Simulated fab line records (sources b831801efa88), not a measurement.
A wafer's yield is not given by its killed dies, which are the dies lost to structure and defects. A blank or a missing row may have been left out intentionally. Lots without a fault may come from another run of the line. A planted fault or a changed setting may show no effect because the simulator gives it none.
Problem report, 8D (eight disciplines) form, completed by code + flow sky130 + the parts of the form that need people (team, actions taken, sign-off) are left out

1. WHAT IS WRONG
Mean VIA4_HDPCVD_THK at SKY_VIA4_THK_MEAS_01: 551 nm over 3 wafers in 2 lots; fault-free wafers: 1746 nm, standard deviation 18. That is -66 standard deviations from the usual mean.
First seen on wafer L943.1, day 43 13:26, on film_metro-01. The record holds 32 wafers of 11 lots with a number at this step. The rule behind "out" and "out of limits": a value lying over 4 standard deviations away from the usual mean. The other wafers with a number count as sound.

2. WHAT IT IS; WHAT IT IS NOT
| question                    | is                           | is not                                                                                                  |
|-----------------------------|------------------------------|---------------------------------------------------------------------------------------------------------|
| which readings at this step | VIA4_HDPCVD_THK              | -                                                                                                       |
| which lots                  | L943, L944                   | L938, L940, L949, L951, L956, L957, L958, L959, L960                                                    |
| which wafers of those lots  | L943.1, L944.1, L944.5       | L943.2, L943.4                                                                                          |
| read on which gauges        | film_metro-01, film_metro-03 | film_metro-04                                                                                           |
| when                        | from day 43 13:26            | up to then (8 sound wafers); but 21 sound wafers of L949, L951, L956, L957, L958, L959, L960 came after |

3. THE SUSPECTS, EACH WITH WHAT RULES IT OUT
Counting: any tool at a process step up to the reading remains a suspect provided it ran every lot that is out. Sound lots after the first of them don't rule it out here, since some wafers of a struck lot are sound.
- the gauge at SKY_VIA4_THK_MEAS_01: ruled out. The wafers that are out were read on 2 gauges (film_metro-01, film_metro-03).
- pvd_sputter-01 at SKY_METAL4_SPUTTER_03 (material Ti, target thk 5 nm, time 3.3 s): kept. Ran every lot that is out, first one L943 (day 41 13:33); last sound lot up to then L940 (day 41 07:48).
- hdpcvd-01 at SKY_VIA4_HDPCVD_00 (deposits SiO2, target thk 1750 nm, time 291.7 s): kept. Ran every lot that is out, first one L943 (day 43 13:16); last sound lot up to then L940 (day 43 08:14).
- Within hdpcvd-01 at SKY_VIA4_HDPCVD_00: the wafers that are out ran in chamber 0; their sound lot-mates ran in chambers 1, 2.
What counting leaves: pvd_sputter-01 at SKY_METAL4_SPUTTER_03 and hdpcvd-01 at SKY_VIA4_HDPCVD_00.

4. THE CAUSE (what the simulator had put in)
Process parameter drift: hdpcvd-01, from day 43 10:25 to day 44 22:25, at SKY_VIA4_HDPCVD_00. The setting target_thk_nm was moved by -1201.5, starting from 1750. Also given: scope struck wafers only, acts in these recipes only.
This tool is one of the 2 suspects left after counting.

5. THE CHAIN OF EFFECTS, in route order
Each row: a reading whose mean over the struck wafers that have a number lies more than 3 standard deviations from the usual. Scope: only readings with a usual standard deviation given in the record; hours: median across lots of the time from each lot's start at the first step in this table that gives one to its start at this step; sigmas: change in usual standard deviations.
| hours | step                 | reading         | usual      | on struck wafers | change | sigmas |
|-------|----------------------|-----------------|------------|------------------|--------|--------|
| 0     | SKY_VIA4_THK_MEAS_01 | VIA4_HDPCVD_THK | 1746 nm    | 551              | -1195  | -66    |
| 22    | SKY_VIA4_ETCH_12     | oes_product_au  | 0.926 a.u. | 0.898            | -0.028 | -6.5   |
Here are the process steps it includes:
- SKY_VIA4_ETCH_12: etches SiO2 in C4F8/O2/Ar, stops on TiN, target depth 580 nm.

6. WHAT WOULD HAVE CAUGHT IT SOONER
The first out-of-limits reading at a measuring or inspecting step in this record came at day 43 13:26, 3 hours after the fault's start at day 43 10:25.
Tool readings at SKY_VIA4_HDPCVD_00 with a usual standard deviation given in the record: none out on any struck wafer, hence no alarm at a limit of 4 standard deviations on them.
Among the 2 lots that are out, L944 began SKY_VIA4_HDPCVD_00 on hdpcvd-01 after day 43 13:26. A tool hold placed at that time would have kept it from harm.
